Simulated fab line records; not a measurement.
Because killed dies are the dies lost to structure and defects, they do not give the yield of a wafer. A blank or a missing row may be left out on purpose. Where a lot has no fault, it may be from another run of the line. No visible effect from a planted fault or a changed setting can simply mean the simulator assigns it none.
Commonality check across tools || flow sky130 || Sampled: 9 lots, 27 wafers

REASON FOR OPENING
SKY_SPACER_THK_MEAS_01, reading SPACER_CVD_00_THK: flagged on 2 of 9 lots. Wafers without a fault read 43.2 nm, standard deviation 0.37.
Rule: a lot is flagged when every wafer of it that has a number lies more than 4 standard deviations from that mean, or none has a number. The rest of the lots are taken to be sound.

{"lot": "L947", "measured": "day 22 12:55", "on": "filmMetro-02", "SPACER_CVD_00_THK (nm), wafer by wafer": "43.0 43.0 43.1", "flag": ""}
{"lot": "L948", "measured": "day 22 16:18", "on": "filmMetro-02", "SPACER_CVD_00_THK (nm), wafer by wafer": "43.2 43.1 43.0", "flag": ""}
{"lot": "L949", "measured": "day 23 14:10", "on": "filmMetro-03", "SPACER_CVD_00_THK (nm), wafer by wafer": "43.4 43.5 43.5", "flag": ""}
{"lot": "L950", "measured": "day 23 15:22", "on": "filmMetro-02", "SPACER_CVD_00_THK (nm), wafer by wafer": "43.5 43.6 43.8", "flag": ""}
{"lot": "L951", "measured": "day 24 06:14", "on": "filmMetro-04", "SPACER_CVD_00_THK (nm), wafer by wafer": "43.6 43.1 42.7", "flag": ""}
{"lot": "L952", "measured": "day 25 03:15", "on": "filmMetro-02", "SPACER_CVD_00_THK (nm), wafer by wafer": "42.5 42.8 42.8", "flag": ""}
{"lot": "L960", "measured": "day 28 02:08", "on": "filmMetro-03", "SPACER_CVD_00_THK (nm), wafer by wafer": "43.7 43.6 43.3", "flag": ""}
{"lot": "L961", "measured": "day 28 11:25", "on": "filmMetro-02", "SPACER_CVD_00_THK (nm), wafer by wafer": "39.9 39.9 39.6", "flag": "FLAGGED"}
{"lot": "L962", "measured": "day 28 17:34", "on": "filmMetro-04", "SPACER_CVD_00_THK (nm), wafer by wafer": "39.3 39.6 40.0", "flag": "FLAGGED"}
The numbers of the flagged lots are 39.7 nm on average: -3.5 nm against the usual, or -9 standard deviations.

EACH LOT AND THE TOOL IT RAN ON
The record holds 3 process steps before the reading, out of a route of 708 steps. Each cell gives the tool, then ch followed by the chambers the sampled wafers passed through, then the start.
{"lot": "L947", "flag": "", "SKY_SONOS_ONO_ETCH_15": "rieDiel-01 ch 0,3, day 12 08:04", "SKY_POLY_GATE_STRIP_18": "plasmaAsher-03 ch 0,1, day 16 00:28", "SKY_SPACER_CVD_00": "lpcvd-02 ch 1, day 22 11:43"}
{"lot": "L948", "flag": "", "SKY_SONOS_ONO_ETCH_15": "rieDiel-03 ch 0,1, day 12 13:46", "SKY_POLY_GATE_STRIP_18": "plasmaAsher-03 ch 0, day 16 04:52", "SKY_SPACER_CVD_00": "lpcvd-02 ch 1, day 22 14:29"}
{"lot": "L949", "flag": "", "SKY_SONOS_ONO_ETCH_15": "rieDiel-03 ch 0,2,3, day 13 04:29", "SKY_POLY_GATE_STRIP_18": "plasmaAsher-01 ch 0,1, day 16 20:55", "SKY_SPACER_CVD_00": "lpcvd-02 ch 1, day 23 12:22"}
{"lot": "L950", "flag": "", "SKY_SONOS_ONO_ETCH_15": "rieDiel-04 ch 1,2, day 13 07:34", "SKY_POLY_GATE_STRIP_18": "plasmaAsher-04 ch 0,1, day 17 00:43", "SKY_SPACER_CVD_00": "lpcvd-02 ch 0, day 23 14:10"}
{"lot": "L951", "flag": "", "SKY_SONOS_ONO_ETCH_15": "rieDiel-04 ch 1,2,3, day 13 19:44", "SKY_POLY_GATE_STRIP_18": "plasmaAsher-03 ch 0,1, day 17 17:38", "SKY_SPACER_CVD_00": "lpcvd-02 ch 1, day 24 05:01"}
{"lot": "L952", "flag": "", "SKY_SONOS_ONO_ETCH_15": "rieDiel-01 ch 1,2, day 14 16:10", "SKY_POLY_GATE_STRIP_18": "plasmaAsher-03 ch 0,1, day 18 14:02", "SKY_SPACER_CVD_00": "lpcvd-02 ch 1, day 25 02:02"}
{"lot": "L960", "flag": "", "SKY_SONOS_ONO_ETCH_15": "rieDiel-03 ch 0,1,3, day 17 16:05", "SKY_POLY_GATE_STRIP_18": "plasmaAsher-04 ch 0,1, day 21 17:35", "SKY_SPACER_CVD_00": "lpcvd-02 ch 0, day 28 00:55"}
{"lot": "L961", "flag": "FLAGGED", "SKY_SONOS_ONO_ETCH_15": "rieDiel-04 ch 2,3, day 17 23:28", "SKY_POLY_GATE_STRIP_18": "plasmaAsher-03 ch 1, day 22 03:02", "SKY_SPACER_CVD_00": "lpcvd-02 ch 1, day 28 10:13"}
{"lot": "L962", "flag": "FLAGGED", "SKY_SONOS_ONO_ETCH_15": "rieDiel-04 ch 0,1,2, day 18 03:46", "SKY_POLY_GATE_STRIP_18": "plasmaAsher-01 ch 0,1, day 22 09:26", "SKY_SPACER_CVD_00": "lpcvd-02 ch 1, day 28 16:22"}
What the steps here do:
- SKY_SONOS_ONO_ETCH_15: etches the open film in CHF3/O2, target depth 19.52 nm, time 7.8 s.
- SKY_POLY_GATE_STRIP_18: strips in O2/N2.
- SKY_SPACER_CVD_00: deposits Si3N4 from DCS/NH3, target thk 43.1 nm, time 740 s.
- SKY_SPACER_THK_MEAS_01

FLAGGED AGAINST TOTAL, ONE TOOL AT A TIME (gauges that did the reading follow at the end)
{"step": "SKY_SONOS_ONO_ETCH_15", "tool": "rieDiel-01", "lots run": 2, "flagged": 0, "share of the flagged lots": "none", "sound lots run after its first flagged lot": "-"}
{"step": "SKY_SONOS_ONO_ETCH_15", "tool": "rieDiel-03", "lots run": 3, "flagged": 0, "share of the flagged lots": "none", "sound lots run after its first flagged lot": "-"}
{"step": "SKY_SONOS_ONO_ETCH_15", "tool": "rieDiel-04", "lots run": 4, "flagged": 2, "share of the flagged lots": "all", "sound lots run after its first flagged lot": 0}
{"step": "SKY_POLY_GATE_STRIP_18", "tool": "plasmaAsher-01", "lots run": 2, "flagged": 1, "share of the flagged lots": "some", "sound lots run after its first flagged lot": 0}
{"step": "SKY_POLY_GATE_STRIP_18", "tool": "plasmaAsher-03", "lots run": 5, "flagged": 1, "share of the flagged lots": "some", "sound lots run after its first flagged lot": 0}
{"step": "SKY_POLY_GATE_STRIP_18", "tool": "plasmaAsher-04", "lots run": 2, "flagged": 0, "share of the flagged lots": "none", "sound lots run after its first flagged lot": "-"}
{"step": "SKY_SPACER_CVD_00", "tool": "lpcvd-02", "lots run": 9, "flagged": 2, "share of the flagged lots": "all", "sound lots run after its first flagged lot": 0}
{"step": "SKY_SPACER_THK_MEAS_01", "tool": "filmMetro-02", "lots run": 5, "flagged": 1, "share of the flagged lots": "some", "sound lots run after its first flagged lot": 0}
{"step": "SKY_SPACER_THK_MEAS_01", "tool": "filmMetro-03", "lots run": 2, "flagged": 0, "share of the flagged lots": "none", "sound lots run after its first flagged lot": "-"}
{"step": "SKY_SPACER_THK_MEAS_01", "tool": "filmMetro-04", "lots run": 2, "flagged": 1, "share of the flagged lots": "some", "sound lots run after its first flagged lot": 0}

WHAT THE TABLE ALLOWS
rieDiel-04 at SKY_SONOS_ONO_ETCH_15 and lpcvd-02 at SKY_SPACER_CVD_00 are the 2 rows of the table that ran each flagged lot.
- rieDiel-04 at SKY_SONOS_ONO_ETCH_15: 2 of its 4 lots flagged. Last sound lot L951 at day 13 19:44, first flagged lot L961 at day 17 23:28; a fault beginning in between fits.
- lpcvd-02 at SKY_SPACER_CVD_00: 2 of its 9 lots flagged. Last sound lot L960 at day 28 00:55, first flagged lot L961 at day 28 10:13; a fault beginning in between fits.
A lot count leaves these 2 tools indistinguishable: every one of them fits a fault beginning at some hour. More lots, or a look at what each step does to the wafer, might.

WHAT HAD BEEN PUT IN BY THE SIMULATOR
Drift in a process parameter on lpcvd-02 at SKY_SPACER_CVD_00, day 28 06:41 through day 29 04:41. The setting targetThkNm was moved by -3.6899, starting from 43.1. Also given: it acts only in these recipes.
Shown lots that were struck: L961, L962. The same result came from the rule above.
